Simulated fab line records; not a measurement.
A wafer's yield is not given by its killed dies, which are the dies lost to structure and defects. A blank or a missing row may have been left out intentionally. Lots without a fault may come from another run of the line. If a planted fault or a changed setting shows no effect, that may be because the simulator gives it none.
Comparing a struck lot with a sound one    flow gf180mcu    27 steps out of a route of 602
Sound: these wafers, L646.1, L646.4, L646.5. Struck: wafer L660.6 (L660.1, L660.3, from the same lot, were not struck and are left out); the cause is given at the end.
At each step with rows: each side's tool, then ch and its chambers, then its first start. Under that, the readings that differ: sound wafers    struck wafers    difference of the means    sigmas: that difference in standard deviations of wafers without a fault.
alike: readings whose means differ by less than 2 such deviations, and words and numbers that are the same on both sides. not compared: withheld readings, readings that some wafer has no value for, bounds like >300 that may hide the same value, and numbers for which the record gives no deviation and whose values overlap.
The two part at a step that has a row with sigmas, a row that says differs or no value, or rows on one side only. When numbers do not overlap yet have no deviation, they are printed without sigmas and do not part them. A reading that every wafer of one side lacks parts them only if that side has two wafers or more.

first, 2 steps without rows for these wafers: GF_V4_SPUTTER_22 (material TiN, target thk 10 nm, time 40 s); GF_V4_CVD_23 (deposits W, target thk 350 nm, time 104.9 s).
GF_V4_RS_MEAS_24: measurement is done with a four-point probe.
  sound on film metro-01 at day 26 00:55; struck on film metro-04 at day 30 16:22
  alike: V4_W_RS
GF_V4_THK_MEAS_25: measures by xrf.
  sound on film metro-01 at day 26 01:02; struck on film metro-04 at day 30 16:29
reading        sound        struck  difference  sigmas
V4_W_THK (nm)  363 359 359  345     -15         -2
GF_V4_CMP_26: polishes, stops on SiO2, t overpolish 15 s, target thk 0 nm.
  sound on cmp-02 ch 1,2,3, day 26 01:12; struck on cmp-01 ch 1, day 30 16:33
reading                       sound              struck  difference  sigmas
retaining ring pressure frac  1.003 1.001 0.994  1.012   +0.013      +2
time to endpoint s (s)        84 86 81           91      +7          +2
  alike: motor current A, overpolish run s, slurry flow ml min
GF_MIM_SPUTTER_00: material Ti, target thk 37.5 nm, time 150 s.
  sound on pvd sputter-02 at day 26 01:24; struck on pvd sputter-01 at day 30 16:51
  alike: throttle valve pct
GF_MIM_SPUTTER_01: material TiN, target thk 30 nm, time 25 s.
  sound on pvd sputter-02 at day 26 01:31; struck on pvd sputter-01 at day 30 16:57
  alike: throttle valve pct
then, 1 step without rows for these wafers: GF_MIM_SPUTTER_02 (material AlCu, target thk 450 nm, time 23.9 s).
GF_MIM_SPUTTER_03: material Ti, target thk 10 nm, time 6.7 s.
  sound on pvd sputter-02 at day 26 01:35; struck on pvd sputter-01 at day 30 17:01
  alike: throttle valve pct
then, 2 steps without rows for these wafers: GF_MIM_SPUTTER_04 (material TiN, target thk 50 nm, time 41.7 s); GF_MIM_CVD_05 (deposits Si3N4, target thk 42 nm, time 29.086 s).
GF_MIM_THK_MEAS_06:
  sound on film metro-03 at day 26 01:41; struck on film metro-04 at day 30 17:07
  alike: MIM_CVD_05_THK
GF_MIM_SPUTTER_07: material TiN, target thk 60 nm, time 50 s.
  sound on pvd sputter-03 at day 26 01:45; struck on pvd sputter-03 at day 30 17:10
reading                                  sound              struck  difference  sigmas
model.TiN_of_MIM_SPUTTER_07.thk nm (nm)  60.27 60.72 60.68  89.71   +29.15      
  alike: throttle valve pct
GF_MIM_SPUTTER_08: material AlCu, target thk 200 nm, time 10.6 s.
  sound on pvd sputter-03 at day 26 01:47; struck on pvd sputter-03 at day 30 17:13
  alike: throttle valve pct
then, 1 step without rows for these wafers: GF_MIM_SPUTTER_09 (material TiN, target thk 35 nm, time 29.2 s).
GF_MIM_RS_MEAS_10: measurement is done with a four-point probe.
  sound on film metro-04 at day 26 01:51; struck on film metro-01 at day 30 17:16
  alike: MIM_ALCU_RS
GF_MIM_THK_MEAS_11: measures by xrf.
  sound on film metro-04 at day 26 01:58; struck on film metro-01 at day 30 17:23
  alike: MIM_ALCU_THK
then, 7 steps without rows for these wafers: GF_MIM_DEHYDRATE_12 (time 60 s); GF_MIM_HMDS_13 (prime time 60 s); GF_MIM_COAT_14 (resist thk 1000 nm); GF_MIM_SOFTBAKE_15 (time 60 s); GF_MIM_EXPOSE_16 (exposes mask FuseTop, target cd 2000 nm); GF_MIM_PEB_17; GF_MIM_DEVELOP_18 (develop time 60 s).
GF_MIM_METAL_ETCH_19: etches the open film in Cl2/BCl3, stops on Si3N4, target depth 324.5 nm, time 54.1 s.
  sound on rie metal-01 ch 0, day 26 22:44; struck on rie metal-04 ch 0, day 31 10:41
reading                 sound                 struck  difference  sigmas
oes product au (a.u.)   0.944 0.940 0.938     1.000   +0.059      +9
throttle valve pct (%)  28.296 28.295 28.289  28.227  -0.066      -6
  alike: chamber pressure mTorr, drypump motor current A
  not compared: rf hours counter h
then, 1 step without rows for these wafers: GF_MIM_STRIP_20 (strips in O2/N2).
-- the record jumps here: 3 days lie between the struck wafers' starts before and after (it left off in module MIM and takes up again in module PASSIVATION, whose first step shown is number 602 of the route) --
GF_PASSIVATION_PROBE_99:
  record: rows for the struck wafers here (prober-01, day 34 09:09), none for the sound ones

WHERE THEY PART
At GF_V4_THK_MEAS_25 first; at GF_PASSIVATION_PROBE_99 last (within this record only).

WHY: whatever the simulator had introduced
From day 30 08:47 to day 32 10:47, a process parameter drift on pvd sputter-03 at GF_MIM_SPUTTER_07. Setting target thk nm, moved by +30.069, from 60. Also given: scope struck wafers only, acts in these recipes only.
